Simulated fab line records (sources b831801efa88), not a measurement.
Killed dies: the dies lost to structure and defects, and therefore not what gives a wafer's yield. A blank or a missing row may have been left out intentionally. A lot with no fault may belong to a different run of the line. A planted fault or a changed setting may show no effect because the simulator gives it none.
Split-lot study / flow sfq-line / 5 lots, 23 wafers read, on a route of 325 steps

THE SPLIT ITSELF
At SFQ_TRILAYER_INCOMING_OXIDATION_002 (target thk 500 nm, ox time 4939 s), the setting temp-c was moved away from the recipe's 1000 C on 10 of the 23 wafers read, by -1.8% to -1.6%. For the rest of the wafers, this setting stayed at what the recipe calls for.

Reading taken at the split's own step.

THE READING
SiO2_of_TRILAYER_INCOMING_OXIDATION_002.thk-nm (the simulator's own value, which no gauge read), in nm, at SFQ_TRILAYER_INCOMING_OXIDATION_002 (target thk 500 nm, ox time 4939 s). The file gives no usual value for it. Average 505.2 nm, standard deviation 7.5 nm, over the 13 wafers here run with the recipe.

wafer=L076.1; tool, chamber at the split=-, -; temp-c as run, C=1000; against the recipe=recipe; SiO2_of_TRILAYER_INCOMING_OXIDATION_002.thk-nm, nm=506.6; against lot-mates on the recipe=-
wafer=L076.2; tool, chamber at the split=-, -; temp-c as run, C=1000; against the recipe=recipe; SiO2_of_TRILAYER_INCOMING_OXIDATION_002.thk-nm, nm=507.7; against lot-mates on the recipe=-
wafer=L076.3; tool, chamber at the split=-, -; temp-c as run, C=1000; against the recipe=recipe; SiO2_of_TRILAYER_INCOMING_OXIDATION_002.thk-nm, nm=500.9; against lot-mates on the recipe=-
wafer=L076.5; tool, chamber at the split=-, -; temp-c as run, C=1000; against the recipe=recipe; SiO2_of_TRILAYER_INCOMING_OXIDATION_002.thk-nm, nm=507.8; against lot-mates on the recipe=-
wafer=L076.6; tool, chamber at the split=-, -; temp-c as run, C=1000; against the recipe=recipe; SiO2_of_TRILAYER_INCOMING_OXIDATION_002.thk-nm, nm=517; against lot-mates on the recipe=-
wafer=L077.1; tool, chamber at the split=-, -; temp-c as run, C=983.6; against the recipe=-1.6%; SiO2_of_TRILAYER_INCOMING_OXIDATION_002.thk-nm, nm=447.9; against lot-mates on the recipe=no lot-mate on the recipe
wafer=L077.3; tool, chamber at the split=-, -; temp-c as run, C=983.6; against the recipe=-1.6%; SiO2_of_TRILAYER_INCOMING_OXIDATION_002.thk-nm, nm=441.2; against lot-mates on the recipe=no lot-mate on the recipe
wafer=L077.4; tool, chamber at the split=-, -; temp-c as run, C=983.6; against the recipe=-1.6%; SiO2_of_TRILAYER_INCOMING_OXIDATION_002.thk-nm, nm=447; against lot-mates on the recipe=no lot-mate on the recipe
wafer=L077.5; tool, chamber at the split=-, -; temp-c as run, C=983.6; against the recipe=-1.6%; SiO2_of_TRILAYER_INCOMING_OXIDATION_002.thk-nm, nm=446; against lot-mates on the recipe=no lot-mate on the recipe
wafer=L077.6; tool, chamber at the split=-, -; temp-c as run, C=983.6; against the recipe=-1.6%; SiO2_of_TRILAYER_INCOMING_OXIDATION_002.thk-nm, nm=445.8; against lot-mates on the recipe=no lot-mate on the recipe
wafer=L079.1; tool, chamber at the split=-, -; temp-c as run, C=981.9; against the recipe=-1.8%; SiO2_of_TRILAYER_INCOMING_OXIDATION_002.thk-nm, nm=458.5; against lot-mates on the recipe=no lot-mate on the recipe
wafer=L079.3; tool, chamber at the split=-, -; temp-c as run, C=981.9; against the recipe=-1.8%; SiO2_of_TRILAYER_INCOMING_OXIDATION_002.thk-nm, nm=451.6; against lot-mates on the recipe=no lot-mate on the recipe
wafer=L079.4; tool, chamber at the split=-, -; temp-c as run, C=981.9; against the recipe=-1.8%; SiO2_of_TRILAYER_INCOMING_OXIDATION_002.thk-nm, nm=449.1; against lot-mates on the recipe=no lot-mate on the recipe
wafer=L079.5; tool, chamber at the split=-, -; temp-c as run, C=981.9; against the recipe=-1.8%; SiO2_of_TRILAYER_INCOMING_OXIDATION_002.thk-nm, nm=445.9; against lot-mates on the recipe=no lot-mate on the recipe
wafer=L079.6; tool, chamber at the split=-, -; temp-c as run, C=981.9; against the recipe=-1.8%; SiO2_of_TRILAYER_INCOMING_OXIDATION_002.thk-nm, nm=446.5; against lot-mates on the recipe=no lot-mate on the recipe
wafer=L081.1; tool, chamber at the split=furnace-02, 0; temp-c as run, C=1000; against the recipe=recipe; SiO2_of_TRILAYER_INCOMING_OXIDATION_002.thk-nm, nm=518.9; against lot-mates on the recipe=-
wafer=L081.3; tool, chamber at the split=furnace-02, 0; temp-c as run, C=1000; against the recipe=recipe; SiO2_of_TRILAYER_INCOMING_OXIDATION_002.thk-nm, nm=509.5; against lot-mates on the recipe=-
wafer=L081.4; tool, chamber at the split=furnace-02, 0; temp-c as run, C=1000; against the recipe=recipe; SiO2_of_TRILAYER_INCOMING_OXIDATION_002.thk-nm, nm=508.6; against lot-mates on the recipe=-
wafer=L083.1; tool, chamber at the split=-, -; temp-c as run, C=1000; against the recipe=recipe; SiO2_of_TRILAYER_INCOMING_OXIDATION_002.thk-nm, nm=489.4; against lot-mates on the recipe=-
wafer=L083.2; tool, chamber at the split=-, -; temp-c as run, C=1000; against the recipe=recipe; SiO2_of_TRILAYER_INCOMING_OXIDATION_002.thk-nm, nm=499.5; against lot-mates on the recipe=-
wafer=L083.3; tool, chamber at the split=-, -; temp-c as run, C=1000; against the recipe=recipe; SiO2_of_TRILAYER_INCOMING_OXIDATION_002.thk-nm, nm=499.5; against lot-mates on the recipe=-
wafer=L083.4; tool, chamber at the split=-, -; temp-c as run, C=1000; against the recipe=recipe; SiO2_of_TRILAYER_INCOMING_OXIDATION_002.thk-nm, nm=500.7; against lot-mates on the recipe=-
wafer=L083.6; tool, chamber at the split=-, -; temp-c as run, C=1000; against the recipe=recipe; SiO2_of_TRILAYER_INCOMING_OXIDATION_002.thk-nm, nm=502; against lot-mates on the recipe=-

FIT RESULTS
A straight line over all 23 wafers: SiO2_of_TRILAYER_INCOMING_OXIDATION_002.thk-nm changes by +32.9 nm for each +1% of temp-c; r = +0.97; the points scatter about the line by 7.4 nm.
Too few moved wafers with a lot-mate on the recipe to fit a line net of each lot's own level.

FILE'S OWN FIT
SiO2_of_TRILAYER_INCOMING_OXIDATION_002.thk-nm changes by +33 nm for each +1% of temp-c, r = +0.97.
